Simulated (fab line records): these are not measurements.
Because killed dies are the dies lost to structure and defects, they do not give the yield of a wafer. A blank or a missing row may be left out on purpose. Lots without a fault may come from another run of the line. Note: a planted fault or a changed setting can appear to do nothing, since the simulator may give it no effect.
Which tool did it? -- flow gf180mcu -- 6 lots with 18 wafers sampled at 4 steps, on a route of 602 steps

## WHAT EACH GAUGE READ, for each wafer
GF_HV_LDD_CD_MEAS_07: the cd target is 400 nm.
lot,measured,on,cdNm (nm)
L761,day 10 10:32,cdSem-01,401.8 402.7 403.2
L763,day 11 06:01,cdSem-01,403.1 401.1 403.9
L766,day 11 23:49,cdSem-01,400.1 397.9 398.7
L775,day 15 04:09,cdSem-01,400.2 414.1 401.3
L779,day 16 04:56,cdSem-02,403.0 402.9 401.4
L781,day 16 19:08,cdSem-01,398.7 398.9 399.8

## WHICH TOOL RAN EACH LOT (tool, then ch and the chambers of the sampled wafers, then the start)
lot,GF_VT_IMPLANT_RTA_45,GF_DUAL_GATE_STRIP_13,GF_HV_LDD_COAT_02
L761,"rtpAnneal-02 ch 0, day 7 23:47","plasmaAsher-02 ch 0,1, day 8 18:34","lithoTrack-03 ch 0, day 10 01:35"
L763,"rtpAnneal-02 ch 0, day 8 14:11","plasmaAsher-02 ch 0,1, day 9 11:33","lithoTrack-01 ch 0, day 10 20:25"
L766,"rtpAnneal-02 ch 0, day 9 09:27","plasmaAsher-02 ch 1, day 10 05:34","lithoTrack-01 ch 0, day 11 14:19"
L775,"rtpAnneal-01 ch 0, day 12 03:55","plasmaAsher-02 ch 0,1, day 13 02:00","lithoTrack-01 ch 0, day 14 16:45"
L779,"rtpAnneal-01 ch 0, day 13 03:50","plasmaAsher-03 ch 0,1, day 14 03:44","lithoTrack-03 ch 0, day 15 17:23"
L781,"rtpAnneal-02 ch 0, day 13 18:17","plasmaAsher-02 ch 0,1, day 14 17:08","lithoTrack-04 ch 0, day 16 07:14"
- GF_VT_IMPLANT_RTA_45: time 30 s.
- GF_DUAL_GATE_STRIP_13: strips in O2/N2.
- GF_HV_LDD_COAT_02: resist thk 1000 nm.

## THE ANSWER, worked out from the rows above alone
Rule: what is usual is taken from the lots themselves. The widest of any qualifying gaps counts: lots, ordered by their means at a reading, are off when they make up no more than a third of the lots, leave a main group of 4 or more, and stand apart from it by 3 or more times the standard deviation of that group's means. If all means in a main group match to the digits the tables above print for the reading, that group is not used. Also off: a lot with no number at a reading for which 4 or more lots have one. Any other lot the step has rows for is counted as sound.
No lot is off at any reading shown: from this, nothing can be told.

## WHAT THE SIMULATOR PUT IN
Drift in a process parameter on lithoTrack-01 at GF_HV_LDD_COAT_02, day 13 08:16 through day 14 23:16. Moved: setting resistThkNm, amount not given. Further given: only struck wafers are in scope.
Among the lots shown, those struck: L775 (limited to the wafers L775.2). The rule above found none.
